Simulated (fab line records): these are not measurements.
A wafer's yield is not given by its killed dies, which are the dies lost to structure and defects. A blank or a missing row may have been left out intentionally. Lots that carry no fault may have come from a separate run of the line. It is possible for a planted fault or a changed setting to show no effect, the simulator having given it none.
The tool behind it: which one?	flow gf180mcu	Sampling: 14 lots, 42 wafers, 6 of 602 route steps

WHAT THE GAUGES READ, wafer by wafer
GF_M3_THK_MEAS_06: measures by xrf.
lot	measured	on	M3_ALCU_THK (nm)
L295	day 20 06:26	film-metro-02	442 446 444
L296	day 21 00:15	film-metro-02	449 448 450
L297	day 21 04:15	film-metro-02	444 445 448
L303	day 23 09:10	film-metro-04	443 439 441
L304	day 23 12:04	film-metro-02	446 441 444
L307	day 24 12:19	film-metro-04	443 445 442
L308	day 25 03:04	film-metro-02	444 443 439
L311	day 26 06:32	film-metro-04	446 444 449
L312	day 26 08:32	film-metro-02	441 433 436
L313	day 26 22:37	film-metro-02	442 444 443
L315	day 27 05:53	film-metro-02	435 437 441
L314	day 27 06:23	film-metro-04	441 442 439
L317	day 27 23:20	film-metro-04	449 446 449
L318	day 28 03:19	film-metro-02	442 439 440

GF_V3_OVL_MEAS_15.
lot	measured	on	V3_OVL (nm)
L295	day 22 07:35	overlay-02	-3 -3 -5
L296	day 23 00:03	overlay-02	1 -2 -2
L297	day 23 04:45	overlay-02	-1 2 6
L303	day 25 06:21	overlay-01	9 -3 5
L304	day 25 09:17	overlay-02	4 8 3
L307	day 26 09:05	overlay-02	-3 -7 -4
L308	day 26 22:08	overlay-01	-4 0 -5
L311	day 28 00:39	overlay-01	0 0 1
L312	day 28 02:28	overlay-01	2 1 15
L313	day 28 15:30	overlay-02	2 2 1
L315	day 28 23:14	overlay-02	3 6 -1
L314	day 28 23:22	overlay-02	-2 -2 0
L317	day 29 13:32	overlay-01	-4 2 0
L318	day 29 18:11	overlay-02	1 1 4

GF_M4_RS_MEAS_05: the measuring method here is four-point-probe.
lot	measured	on	M4_ALCU_RS (ohm/sq)
L295	day 22 09:17	film-metro-02	0.0702 0.0701 0.0708
L296	day 23 01:46	film-metro-02	0.0700 0.0694 0.0693
L297	day 23 06:24	film-metro-02	0.0695 0.0694 0.0691
L303	day 25 07:59	film-metro-03	6.9834 6.9958 6.9761
L304	day 25 11:04	film-metro-03	6.9841 6.9934 7.0395
L307	day 26 10:42	film-metro-03	0.0700 0.0691 0.0693
L308	day 26 23:46	film-metro-02	0.0685 0.0695 0.0693
L311	day 28 02:17	film-metro-02	0.0699 0.0691 0.0702
L312	day 28 04:11	film-metro-02	0.0707 0.0707 0.0699
L313	day 28 17:07	film-metro-02	0.0692 0.0697 0.0691
L315	day 29 00:51	film-metro-01	0.0701 0.0696 0.0697
L314	day 29 01:09	film-metro-01	0.0694 0.0688 0.0696
L317	day 29 15:10	film-metro-02	0.0697 0.0703 0.0694
L318	day 29 19:50	film-metro-01	0.0709 0.0712 0.0712

GF_M4_THK_MEAS_06: measures by xrf.
lot	measured	on	M4_ALCU_THK (nm)
L295	day 22 09:25	film-metro-02	437 437 434
L296	day 23 01:53	film-metro-02	436 439 440
L297	day 23 06:31	film-metro-02	439 439 439
L303	day 25 08:05	film-metro-03	<0 <0 <0
L304	day 25 11:11	film-metro-03	<0 <0 <0
L307	day 26 10:49	film-metro-03	434 441 439
L308	day 26 23:53	film-metro-02	447 441 441
L311	day 28 02:23	film-metro-02	439 444 438
L312	day 28 04:18	film-metro-02	435 435 439
L313	day 28 17:14	film-metro-02	445 445 446
L315	day 29 00:58	film-metro-01	437 440 440
L314	day 29 01:16	film-metro-01	442 447 440
L317	day 29 15:17	film-metro-02	438 435 440
L318	day 29 19:58	film-metro-01	433 433 431

TOOL THAT RAN EACH LOT (tool first, then ch and the chambers of the sampled wafers, then the start)
lot	GF_V3_CMP_04	GF_M4_SPUTTER_02
L295	cmp-01 ch 1,2, day 21 07:45	pvd-sputter-01, day 22 09:12
L296	cmp-02 ch 1,2,3, day 22 00:35	pvd-sputter-04, day 23 01:41
L297	cmp-01 ch 0,1, day 22 05:08	pvd-sputter-02, day 23 06:17
L303	cmp-02 ch 0,2,3, day 24 08:28	pvd-sputter-02, day 25 07:52
L304	cmp-01 ch 1,2,3, day 24 11:32	pvd-sputter-02, day 25 10:58
L307	cmp-02 ch 1,2,3, day 25 10:56	pvd-sputter-04, day 26 10:37
L308	cmp-01 ch 1,2, day 26 01:05	pvd-sputter-02, day 26 23:40
L311	cmp-02 ch 2,3, day 27 04:15	pvd-sputter-02, day 28 02:10
L312	cmp-01 ch 0,1,3, day 27 06:04	pvd-sputter-02, day 28 04:05
L313	cmp-01 ch 0,1,3, day 27 19:37	pvd-sputter-01, day 28 17:02
L315	cmp-01 ch 0,1,3, day 28 02:59	pvd-sputter-04, day 29 00:46
L314	cmp-01 ch 0,3, day 28 03:46	pvd-sputter-02, day 29 01:04
L317	cmp-02 ch 1,2,3, day 28 18:17	pvd-sputter-02, day 29 15:04
L318	cmp-02 ch 1,2,3, day 28 23:36	pvd-sputter-04, day 29 19:45
- GF_V3_CMP_04: polishes SiO2.
- GF_M4_SPUTTER_02: material AlCu, target thk 450 nm, time 23.9 s.

WHAT THE TOOLS THEMSELVES READ (means of the sampled wafers that have a number; where no wafer has one, the mark that the record gives instead)
GF_V3_CMP_04.
lot	tool	head-pressure-psi (psi)	motor-current-A (A)	slurry-flow-ml-min	time-to-endpoint-s (s)
L295	cmp-01	4.000	12.3	149.8	82
L296	cmp-02	3.993	12.1	149.8	83
L297	cmp-01	3.996	11.2	149.9	83
L303	cmp-02	4.005	12.1	150.1	85
L304	cmp-01	3.995	11.6	150.3	87
L307	cmp-02	4.006	11.8	150.7	82
L308	cmp-01	3.999	12.2	149.6	84
L311	cmp-02	4.006	11.5	150.0	81
L312	cmp-01	4.003	11.0	150.1	85
L313	cmp-01	4.001	11.0	150.4	78
L315	cmp-01	4.000	11.3	149.5	81
L314	cmp-01	4.008	11.2	149.6	79
L317	cmp-02	4.010	12.1	149.9	76
L318	cmp-02	3.996	12.3	150.3	77

GF_M4_SPUTTER_02.
lot	tool	cathode-dc-power-W (W)	chamber-pressure-pa (Pa)	throttle-valve-pct (%)
L295	pvd-sputter-01	10600	0.3998	30.9
L296	pvd-sputter-04	10600	0.3997	30.1
L297	pvd-sputter-02	10601	0.4002	30.3
L303	pvd-sputter-02	-	-	-
L304	pvd-sputter-02	-	-	-
L307	pvd-sputter-04	10599	0.4000	30.5
L308	pvd-sputter-02	10600	0.4007	30.3
L311	pvd-sputter-02	10601	0.4006	30.5
L312	pvd-sputter-02	10600	0.4002	29.7
L313	pvd-sputter-01	10601	0.3996	31.0
L315	pvd-sputter-04	10599	0.4002	30.2
L314	pvd-sputter-02	10601	0.4001	30.1
L317	pvd-sputter-02	10601	0.3993	30.4
L318	pvd-sputter-04	10600	0.3995	30.4

THE ANSWER, worked out from the rows above alone
Rule: the usual values come from the lots themselves. The widest of any qualifying gaps counts: lots, ordered by their means at a reading, are off when they make up no more than a third of the lots, leave a main group of 4 or more, and stand apart from it by 3 or more times the standard deviation of that group's means. The tables above print the reading to a certain number of digits; a main group whose means all agree to those digits is not used. A lot without any number at a reading at which 4 lots or more have one is off too. The other lots that the step has rows for count as sound. First the gauges in route order, then the tools' own readings, where a lot's mean is used as printed above. The first step at which some lot is off is used, and at that step the reading that is off furthest; a lot without a number counts as furthest.
Off: at GF_M4_RS_MEAS_05 (M4_ALCU_RS), L303, L304. Mean 0.0698 ohm/sq and standard deviation 0.00056 in the main group.
If a tool, at a process step before that reading, ran all the lots that are off and no sound lot after the first of them, it fits. Not tried: the gauges at GF_M4_RS_MEAS_05; whatever is off there is also off at GF_M4_SPUTTER_02, on other tools, and gauge error can't account for it. No candidate that was tried fits.

WHAT THE SIMULATOR PUT IN
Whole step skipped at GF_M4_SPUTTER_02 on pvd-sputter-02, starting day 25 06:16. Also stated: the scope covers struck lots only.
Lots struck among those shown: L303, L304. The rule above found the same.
